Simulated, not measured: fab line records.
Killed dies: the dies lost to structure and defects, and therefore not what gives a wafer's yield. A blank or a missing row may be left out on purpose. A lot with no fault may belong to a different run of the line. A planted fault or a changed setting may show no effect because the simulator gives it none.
fab line records | flow gf180mcu | part 1 of 2: steps 1 to 27 of 38
record lots=5 wafers=15 last-day=33
route steps=602 shown HV_LDD@224 NSD@235 PSD@248
lots untouched by any fault: they come from a run of this same line in which no faults occurred
start-h: hours from the record's opening day to when the first of the lot's shown wafers began | wait-h: hours from the lot's prior step to this one | " as in the row above | L1.1+2: one row covering several wafers at once | - no value, or no start given | * or withheld: withheld | < > ~ a bound
route shown NAME@n: a module of which the file shows steps, and the number in the route of the first | usual: mean/standard deviation of fault-free wafers | same: alike in all rows | chamber/n: place in a boat | sites: each site's reading | _std_site: how widely they spread, as a standard deviation | _edge_site: mean of outer sites minus mean of inner sites | radius-mm: for every site, how far away it sits from the centre of the wafer | mask NAME#n: copy n | behind: the last tool/chamber to shape the wafer | hold: why the lot was held/for how many hours/how that ended | device: the n, p or np transistor that did not switch | end of line: tests of these same wafers at the route's end | a step without rows: its recipe alone | killed: dies lost to structure and defects at the first sort, not the wafer's yield | map: per-die view of a wafer (x killed, . not killed, _ where there is no die)
set.NAME: the setting the step ran with; set.NAME@STEP: the setting that earlier step ran with | model.NAME: the simulator's own value behind a step, which no gauge read
lots at some steps of the route; a table a step, a row a wafer
services: when a tool's chamber went out of use (start-h, in hours from the record's first day, below 0 if earlier), for how many hours, and the reason
## steps
# step GF_HV_LDD_IMPLANT_48
# recipe species=B energy-kev=25 dose-cm2=3e+13 tilt-deg=7
# usual dose-ions-cm2=3e+13/3.3e+10 faraday-current-uA=169/3.3
# same implant-ion-amu=11
# columns lot.wafer tool chamber start-h wait-h dose-ions-cm2 faraday-current-uA
L075.2 implanter-04 0 280.78 0.0 3.002e+13 171
L075.4 " 0 " " 2.999e+13 166
L075.6 " 0 " " 3.005e+13 173
L081.2 implanter-02 0 327.17 0.0 2.999e+13 166
L081.5 " 0 " " 2.998e+13 172
L081.6 " 0 " " 3.005e+13 173
L086.1 implanter-04 0 368.31 0.0 3.001e+13 172
L086.2 " 0 " " 3e+13 172
L086.3 " 0 " " 2.998e+13 170
L088.2 implanter-04 0 383.42 0.0 3.007e+13 170
L088.5 " 0 " " 3.002e+13 166
L088.6 " 0 " " 3.007e+13 170
L093.3 implanter-04 0 428.70 0.1 2.996e+13 165
L093.4 " 0 " " 3.001e+13 170
L093.5 " 0 " " 3.001e+13 170
# step GF_HV_LDD_STRIP_49
# recipe chemistry=O2/N2 power-w=1400 pressure-mtorr=1500 platen-temp-c=250 o2-flow-sccm=3000 n2-flow-sccm=300 overash-fraction=0.5
# usual chamber-pressure-mTorr=1499.9/1.4 drypump-motor-current-A=5.7/0.78 heater-power-w=327/43 oes-product-au=0.716/0.0053 strip-time-to-endpoint-s=12.63/0.034
# same overash-fraction=0.5
# columns lot.wafer tool chamber start-h wait-h chamber-pressure-mTorr drypump-motor-current-A heater-power-w oes-product-au rf-hours-counter-h strip-time-to-endpoint-s
L075.2 plasma-asher-01 1 280.91 0.1 1498.1 6.6 272 0.716 44 12.64
L075.4 " 0 " " 1498.4 6.2 385 0.722 - 12.66
L075.6 " 0 " " 1500.1 6.2 385 0.716 - 12.70
L081.2 plasma-asher-01 1 327.30 0.1 1500.7 6.6 263 0.715 49 12.61
L081.5 " 0 " " 1500.7 6.3 381 0.716 - 12.59
L081.6 " 1 " " 1498.7 6.6 270 0.708 - 12.56
L086.1 plasma-asher-03 0 368.46 0.1 1500.1 5.2 285 0.714 74 12.64
L086.2 " 1 " " 1499.2 4.6 366 0.706 74 12.58
L086.3 " 1 " " 1500.6 4.6 369 0.721 - 12.60
L088.2 plasma-asher-01 1 383.54 0.1 1497.4 6.6 268 0.716 55 12.67
L088.5 " 1 " " 1500.3 6.6 268 0.724 - 12.64
L088.6 " 0 " " 1500.6 6.2 386 0.711 - 12.61
L093.3 plasma-asher-03 0 428.84 0.1 1500.5 5.2 282 0.714 - 12.61
L093.4 " 1 " " 1501.8 4.6 369 0.709 - 12.62
L093.5 " 1 " " 1501.5 4.7 366 0.714 - 12.61
# step GF_HV_LDD_TW_MEAS_50
# usual HV_LDD_4_TW=571/5.3
# columns lot.wafer tool chamber start-h wait-h HV_LDD_4_TW
L075.2 film-metro-03 - 281.02 0.1 564
L075.4 " - " " 563
L075.6 " - " " 565
L081.2 film-metro-01 - 327.41 0.1 576
L081.5 " - " " 578
L081.6 " - " " 573
L086.1 film-metro-03 - 368.56 0.1 566
L086.2 " - " " 568
L086.3 " - " " 566
L088.2 film-metro-03 - 383.65 0.1 568
L088.5 " - " " 568
L088.6 " - " " 567
L093.3 film-metro-02 - 428.92 0.1 572
L093.4 " - " " 574
L093.5 " - " " 576
# step GF_HV_LDD_CLEAN_51
# recipe chemistry=SC1/SC2 mix=1:4:20 temp-c=70 time-s=150 dry=n2-spin
# columns lot.wafer tool chamber start-h wait-h
L075.2+4+6 wet-bench-01 2 281.07 0.0
L081.2+5+6 wet-bench-04 0 327.46 0.0
L086.1+2+3 wet-bench-01 0 368.62 0.1
L088.2+5+6 wet-bench-01 3 383.70 0.0
L093.3+4+5 wet-bench-04 2 428.96 0.0
# step GF_HV_LDD_RTA_52
# recipe temp-c=1000 time-s=10 ambient=N2
# usual lamp-power-pct=32.7/2 wafer_temp_C_max=1003.3/0.86
# columns lot.wafer tool chamber start-h wait-h lamp-power-pct wafer_temp_C_max
L075.2 rtp-anneal-01 0 281.13 0.0 29.2 1004.7
L075.4 " 0 " " 29.2 1005.4
L075.6 " 0 " " 29.2 1003.8
L081.2 rtp-anneal-02 0 327.52 0.0 33.8 1002.9
L081.5 " 0 " " 33.9 1003.7
L081.6 " 0 " " 33.9 1002.1
L086.1 rtp-anneal-02 0 368.67 0.0 33.9 1002.8
L086.2 " 0 " " 33.8 1003.1
L086.3 " 0 " " 33.9 1003.1
L088.2 rtp-anneal-02 0 383.78 0.0 33.9 1004.1
L088.5 " 0 " " 33.9 1003.3
L088.6 " 0 " " 33.9 1003.7
L093.3 rtp-anneal-01 0 429.04 0.0 29.2 1003.5
L093.4 " 0 " " 29.2 1003.0
L093.5 " 0 " " 29.2 1003.2
# step GF_HV_LDD_RS_MEAS_53
# recipe thk-meas-gauge=four-point-probe
# usual HV_LDD_RS=418.9/0.96
# columns lot.wafer tool chamber start-h wait-h HV_LDD_RS[ohm/sq]
L075.2 film-metro-01 - 281.20 0.1 419.3
L075.4 " - " " 418.8
L075.6 " - " " 420.3
L081.2 film-metro-03 - 327.59 0.1 417.4
L081.5 " - " " 417.7
L081.6 " - " " 417.5
L086.1 film-metro-03 - 368.73 0.1 419.6
L086.2 " - " " 419.6
L086.3 " - " " 419.1
L088.2 film-metro-01 - 383.85 0.1 420.0
L088.5 " - " " 419.1
L088.6 " - " " 419.6
L093.3 film-metro-02 - 429.12 0.1 418.9
L093.4 " - " " 418.2
L093.5 " - " " 419.0
# step GF_HV_LDD_CVD_54
# recipe material=SiO2 target-thk-nm=10 precursor=TEOS temp-c=680 time-s=75 pressure-mtorr=400
# columns lot.wafer tool chamber start-h wait-h
L075.2+4+6 lpcvd-02 1 281.30 0.1
L081.2+5+6 lpcvd-02 1 327.69 0.1
L086.1+2+3 lpcvd-02 0 368.85 0.1
L088.2+5+6 lpcvd-01 0 383.95 0.1
L093.3+4+5 lpcvd-02 0 429.43 0.3
# step GF_HV_LDD_THK_MEAS_55
# recipe reads=SiO2_of_HV_LDD_CVD_54
# usual HV_LDD_CVD_54_THK=10.00/0.14
# columns lot.wafer tool chamber start-h wait-h HV_LDD_CVD_54_THK[nm]
L075.2 film-metro-01 - 282.33 0.0 9.98
L075.4 " - " " 10.04
L075.6 " - " " 9.97
L081.2 film-metro-03 - 328.72 0.0 10.35
L081.5 " - " " 10.04
L081.6 " - " " 10.31
L086.1 film-metro-01 - 369.87 0.0 9.99
L086.2 " - " " 9.86
L086.3 " - " " 10.00
L088.2 film-metro-01 - 384.99 0.0 9.90
L088.5 " - " " 9.70
L088.6 " - " " 9.90
L093.3 film-metro-03 - 430.47 0.0 9.86
L093.4 " - " " 9.98
L093.5 " - " " 10.02
# step GF_HV_LDD_CVD_56
# recipe material=Si3N4 precursor=DCS/NH3 target-thk-nm=90 temp-c=770 time-s=1543 pressure-mtorr=250
# columns lot.wafer tool chamber start-h wait-h
L075.2+4+6 lpcvd-02 1 282.38 0.0
L081.2+5+6 lpcvd-02 1 328.77 0.0
L086.1+2+3 lpcvd-01 0 369.93 0.1
L088.2+5+6 lpcvd-02 1 385.04 0.0
L093.3+4+5 lpcvd-01 0 430.51 0.0
# step GF_HV_LDD_THK_MEAS_57
# recipe reads=Si3N4_of_HV_LDD_CVD_56
# usual HV_LDD_CVD_56_THK=89.8/0.96
# columns lot.wafer tool chamber start-h wait-h HV_LDD_CVD_56_THK[nm]
L075.2 film-metro-01 - 283.82 0.0 90.2
L075.4 " - " " 90.5
L075.6 " - " " 90.4
L081.2 film-metro-03 - 330.21 0.0 90.7
L081.5 " - " " 90.9
L081.6 " - " " 90.4
L086.1 film-metro-01 - 371.38 0.0 88.9
L086.2 " - " " 89.5
L086.3 " - " " 89.9
L088.2 film-metro-02 - 386.47 0.0 91.0
L088.5 " - " " 91.1
L088.6 " - " " 91.4
L093.3 film-metro-03 - 431.96 0.0 89.8
L093.4 " - " " 90.1
L093.5 " - " " 88.8
# step GF_HV_LDD_ETCHBACK_58
# recipe chemistry=CH3F/O2 target=Si3N4 stop-on=SiO2 source-w=400 bias-w=80 pressure-mtorr=25 ch3f-flow-sccm=40 O2_flow_sccm=30 time-s=100 target-depth-a=900
# usual chamber-pressure-mTorr=25.001/0.022 drypump-motor-current-A=5.6/0.46 oes-product-au=0.841/0.0062 throttle-valve-pct=10.561/0.0087
# columns lot.wafer tool chamber start-h wait-h chamber-pressure-mTorr drypump-motor-current-A oes-product-au rf-hours-counter-h throttle-valve-pct
L075.2 rie-diel-01 3 283.87 0.0 24.977 6.2 0.844 7 10.561
L075.4 " 2 " " 24.968 5.2 0.846 14 10.562
L075.6 " 1 " " 25.024 5.6 0.847 - 10.572
L081.2 rie-diel-04 1 330.26 0.0 25.032 5.3 0.848 70 10.560
L081.5 " 2 " " 24.952 5.7 0.845 - 10.569
L081.6 " 3 " " 24.973 6.1 0.851 - 10.571
L086.1 rie-diel-04 2 371.44 0.1 24.977 5.7 0.842 25 10.547
L086.2 " 0 " " 25.033 6.2 0.834 99 10.558
L086.3 " 1 " " 25.030 5.3 0.843 71 10.556
L088.2 rie-diel-04 0 386.52 0.0 25.021 6.3 0.842 99 10.564
L088.5 " 0 " " 25.018 6.3 0.848 - 10.556
L088.6 " 3 " " 24.978 6.1 0.857 - 10.576
L093.3 rie-diel-03 1 432.00 0.0 25.040 5.3 0.839 12 10.565
L093.4 " 2 " " 24.991 4.6 0.845 4 10.564
L093.5 " 0 " " 25.029 5.3 0.835 - 10.556
# step GF_NSD_DEHYDRATE_00
# recipe temp-c=200 time-s=60
# usual plate-temp-C=200.00/0.16
# columns lot.wafer tool chamber start-h wait-h plate-temp-C
L075.2 litho-track-02 0 293.60 9.7 200.06
L075.4 " 0 " " 200.16
L075.6 " 0 " " 200.09
L081.2 litho-track-04 0 340.38 10.1 200.01
L081.5 " 0 " " 200.13
L081.6 " 0 " " 200.40
L086.1 litho-track-03 0 382.00 10.5 199.67
L086.2 " 0 " " 200.01
L086.3 " 0 " " 199.81
L088.2 litho-track-02 0 397.35 10.8 200.22
L088.5 " 0 " " 199.89
L088.6 " 0 " " 199.96
L093.3 litho-track-03 0 443.65 11.6 200.12
L093.4 " 0 " " 200.22
L093.5 " 0 " " 200.09
# step GF_NSD_HMDS_01
# recipe prime-time-s=60 prime-temp-c=120
# columns lot.wafer tool chamber start-h wait-h
L075.2+4+6 litho-track-02 0 293.75 0.1
L081.2+5+6 litho-track-04 0 340.53 0.1
L086.1+2+3 litho-track-03 0 382.15 0.1
L088.2+5+6 litho-track-02 0 397.50 0.1
L093.3+4+5 litho-track-03 0 443.80 0.1
# step GF_NSD_COAT_02
# recipe resist=NOVOLAK spin-rpm=3000 resist-thk-nm=1000
# columns lot.wafer tool chamber start-h wait-h
L075.2+4+6 litho-track-02 0 293.90 0.1
L081.2+5+6 litho-track-04 0 340.68 0.1
L086.1+2+3 litho-track-03 0 382.30 0.1
L088.2+5+6 litho-track-02 0 397.65 0.1
L093.3+4+5 litho-track-03 0 443.95 0.1
# step GF_NSD_SOFTBAKE_03
# recipe temp-c=90 time-s=60 resist=NOVOLAK
# usual plate-temp-C=90.02/0.12
# columns lot.wafer tool chamber start-h wait-h plate-temp-C
L075.2 litho-track-02 0 294.05 0.1 90.15
L075.4 " 0 " " 90.03
L075.6 " 0 " " 89.88
L081.2 litho-track-04 0 340.83 0.1 90.06
L081.5 " 0 " " 90.05
L081.6 " 0 " " 89.97
L086.1 litho-track-03 0 382.45 0.1 89.72
L086.2 " 0 " " 89.93
L086.3 " 0 " " 89.98
L088.2 litho-track-02 0 397.80 0.1 90.14
L088.5 " 0 " " 90.09
L088.6 " 0 " " 90.27
L093.3 litho-track-03 0 444.10 0.1 89.97
L093.4 " 0 " " 90.09
L093.5 " 0 " " 90.19
# step GF_NSD_EXPOSE_04
# recipe mask-id=Nplus target-cd-nm=400 na=0.6 source-shape=conventional sigma-outer=0.6 dose-mj=140
# columns lot.wafer tool chamber start-h wait-h mask
L075.2+4+6 iline-stepper-01 0 - - Nplus#0
L081.2+5+6 iline-stepper-02 0 - - Nplus#0
L086.1+2+3 iline-stepper-01 0 - - Nplus#0
L088.2+5+6 iline-stepper-02 0 - - Nplus#0
L093.3+4+5 iline-stepper-01 0 - - Nplus#0
# step GF_NSD_PEB_05
# recipe temp-c=withheld time-s=* resist=NOVOLAK
# columns lot.wafer tool chamber start-h wait-h
L075.2+4+6 litho-track-02 0 - -
L081.2+5+6 litho-track-03 0 - -
L086.1+2+3 litho-track-03 0 - -
L088.2+5+6 litho-track-02 0 - -
L093.3+4+5 litho-track-03 0 - -
# step GF_NSD_DEVELOP_06
# recipe develop-time-s=60 dev-temp-c=23
# columns lot.wafer tool chamber start-h wait-h
L075.2+4+6 litho-track-02 0 304.20 0.1
L081.2+5+6 litho-track-03 0 351.67 0.1
L086.1+2+3 litho-track-03 0 393.95 0.1
L088.2+5+6 litho-track-02 0 409.15 0.1
L093.3+4+5 litho-track-03 0 456.15 0.1
# step GF_NSD_CD_MEAS_07
# recipe target-cd-nm=400
# usual cd-nm=400.3/1.9
# columns lot.wafer tool chamber start-h wait-h cd-nm
L075.2 cd-sem-02 - 304.34 0.1 400.8
L075.4 " - " " 400.4
L075.6 " - " " 400.4
L081.2 cd-sem-01 - 351.82 0.1 399.8
L081.5 " - " " 399.4
L081.6 " - " " 401.1
L086.1 cd-sem-02 - 394.10 0.1 401.6
L086.2 " - " " 399.9
L086.3 " - " " 400.6
L088.2 cd-sem-02 - 409.29 0.1 399.1
L088.5 " - " " 395.4
L088.6 " - " " 399.7
L093.3 cd-sem-02 - 456.29 0.1 398.7
L093.4 " - " " 400.8
L093.5 " - " " 401.2
# step GF_NSD_OVL_MEAS_08
# usual NSD_OVL=0.2/1.4
# columns lot.wafer tool chamber start-h wait-h NSD_OVL[nm]
L075.2 overlay-02 - 304.45 0.1 0.3
L075.4 " - " " 0.9
L075.6 " - " " -0.7
L081.2 overlay-02 - 351.93 0.1 2.3
L081.5 " - " " 1.3
L081.6 " - " " -0.7
L086.1 overlay-02 - 394.22 0.1 1.3
L086.2 " - " " 1.7
L086.3 " - " " 1.9
L088.2 overlay-01 - 409.40 0.1 -1.1
L088.5 " - " " -2.3
L088.6 " - " " -1.8
L093.3 overlay-02 - 456.38 0.1 0.8
L093.4 " - " " 0.5
L093.5 " - " " 1.6
# step GF_NSD_IMPLANT_09
# recipe species=As energy-kev=58.91 dose-cm2=4e+15 tilt-deg=7
# usual dose-ions-cm2=4e+15/4e+12 faraday-current-uA=13073/1700
# same implant-ion-amu=75
# columns lot.wafer tool chamber start-h wait-h dose-ions-cm2 faraday-current-uA
L075.2 implanter-01 0 304.50 0.0 3.996e+15 13138
L075.4 " 0 " " 4.005e+15 13733
L075.6 " 0 " " 4.006e+15 13487
L081.2 implanter-04 0 351.98 0.0 3.997e+15 10148
L081.5 " 0 " " 4.001e+15 9962
L081.6 " 0 " " 4e+15 10590
L086.1 implanter-04 0 394.25 0.0 3.996e+15 10015
L086.2 " 0 " " 4e+15 10200
L086.3 " 0 " " 3.989e+15 10373
L088.2 implanter-03 0 409.45 0.0 3.997e+15 14570
L088.5 " 0 " " 4e+15 14155
L088.6 " 0 " " 3.999e+15 14649
L093.3 implanter-04 0 456.45 0.1 4.01e+15 10147
L093.4 " 0 " " 4.011e+15 10442
L093.5 " 0 " " 4.002e+15 10610
# step GF_NSD_IMPLANT_10
# recipe species=P energy-kev=40 dose-cm2=5e+14 tilt-deg=7
# usual dose-ions-cm2=5e+14/5.9e+11 faraday-current-uA=2779/58
# same implant-ion-amu=31
# columns lot.wafer tool chamber start-h wait-h dose-ions-cm2 faraday-current-uA
L075.2 implanter-01 0 304.65 0.1 4.995e+14 2781
L075.4 " 0 " " 5e+14 2761
L075.6 " 0 " " 5.006e+14 2747
L081.2 implanter-04 0 352.13 0.1 5.002e+14 2763
L081.5 " 0 " " 4.998e+14 2913
L081.6 " 0 " " 4.992e+14 2869
L086.1 implanter-04 0 394.40 0.1 4.999e+14 2804
L086.2 " 0 " " 4.998e+14 2836
L086.3 " 0 " " 5e+14 2752
L088.2 implanter-03 0 409.60 0.1 5.001e+14 2747
L088.5 " 0 " " 4.996e+14 2762
L088.6 " 0 " " 4.993e+14 2820
L093.3 implanter-04 0 456.60 0.1 5.004e+14 2799
L093.4 " 0 " " 5.001e+14 2750
L093.5 " 0 " " 4.993e+14 2799
# step GF_NSD_STRIP_11
# recipe chemistry=O2/N2 power-w=1400 pressure-mtorr=1500 platen-temp-c=250 o2-flow-sccm=3000 n2-flow-sccm=300 overash-fraction=0.5
# usual chamber-pressure-mTorr=1499.8/1.4 drypump-motor-current-A=5.8/0.68 heater-power-w=342/32 oes-product-au=0.488/0.0046 strip-time-to-endpoint-s=22.82/0.046
# same overash-fraction=0.5
# columns lot.wafer tool chamber start-h wait-h chamber-pressure-mTorr drypump-motor-current-A heater-power-w oes-product-au rf-hours-counter-h strip-time-to-endpoint-s
L075.2 plasma-asher-04 1 304.78 0.1 1499.5 6.1 394 0.490 65 22.84
L075.4 " 1 " " 1498.6 6.1 387 0.489 - 22.82
L075.6 " 1 " " 1500.4 6.1 396 0.487 - 22.82
L081.2 plasma-asher-02 0 352.26 0.1 1500.0 6.7 329 0.481 26 22.86
L081.5 " 0 " " 1499.4 6.7 330 0.491 - 22.84
L081.6 " 1 " " 1498.2 5.4 350 0.485 - 22.87
L086.1 plasma-asher-04 0 394.55 0.1 1501.1 6.1 343 0.488 74 22.96
L086.2 " 1 " " 1500.4 6.1 393 0.487 74 22.94
L086.3 " 1 " " 1500.6 6.1 382 0.484 - 22.91
L088.2 plasma-asher-04 1 409.73 0.1 1497.3 6.1 385 0.487 76 22.87
L088.5 " 1 " " 1497.8 6.1 394 0.490 - 22.87
L088.6 " 0 " " 1499.0 6.1 346 0.494 - 22.88
L093.3 plasma-asher-03 0 456.74 0.1 1501.1 5.1 276 0.486 - 22.87
L093.4 " 1 " " 1502.1 4.7 370 0.485 - 22.88
L093.5 " 1 " " 1500.8 4.6 370 0.492 - 22.80
# step GF_NSD_TW_MEAS_12
# usual NSD_TW=4242/38
# columns lot.wafer tool chamber start-h wait-h NSD_TW
L075.2 film-metro-03 - 304.89 0.1 4199
L075.4 " - " " 4193
L075.6 " - " " 4177
L081.2 film-metro-04 - 352.37 0.1 4268
L081.5 " - " " 4254
L081.6 " - " " 4259
L086.1 film-metro-02 - 394.65 0.1 4269
L086.2 " - " " 4256
L086.3 " - " " 4266
L088.2 film-metro-04 - 409.84 0.1 4288
L088.5 " - " " 4285
L088.6 " - " " 4314
L093.3 film-metro-04 - 456.82 0.1 4248
L093.4 " - " " 4217
L093.5 " - " " 4225
# step GF_PSD_DEHYDRATE_00
# recipe temp-c=200 time-s=60
# usual plate-temp-C=199.96/0.18
# columns lot.wafer tool chamber start-h wait-h plate-temp-C
L075.2 litho-track-01 0 314.51 9.6 200.01
L075.4 " 0 " " 200.08
L075.6 " 0 " " 200.05
L081.2 litho-track-04 0 362.68 10.3 199.91
L081.5 " 0 " " 199.70
L081.6 " 0 " " 199.83
L086.1 litho-track-04 0 405.95 11.3 199.62
L086.2 " 0 " " 199.72
L086.3 " 0 " " 199.76
L088.2 litho-track-04 0 421.08 11.2 199.50
L088.5 " 0 " " 199.96
L088.6 " 0 " " 199.60
L093.3 litho-track-04 0 468.35 11.5 199.78
L093.4 " 0 " " 199.79
L093.5 " 0 " " 199.90
# step GF_PSD_HMDS_01
# recipe prime-time-s=60 prime-temp-c=120
# columns lot.wafer tool chamber start-h wait-h
L075.2+4+6 litho-track-01 0 314.66 0.1
L081.2+5+6 litho-track-04 0 362.83 0.1
L086.1+2+3 litho-track-04 0 406.10 0.1
L088.2+5+6 litho-track-04 0 421.23 0.1
L093.3+4+5 litho-track-04 0 468.50 0.1
# step GF_PSD_COAT_02
# recipe resist=NOVOLAK spin-rpm=3000 resist-thk-nm=1000
# columns lot.wafer tool chamber start-h wait-h
L075.2+4+6 litho-track-01 0 314.81 0.1
L081.2+5+6 litho-track-04 0 362.98 0.1
L086.1+2+3 litho-track-04 0 406.25 0.1
L088.2+5+6 litho-track-04 0 421.38 0.1
L093.3+4+5 litho-track-04 0 468.65 0.1
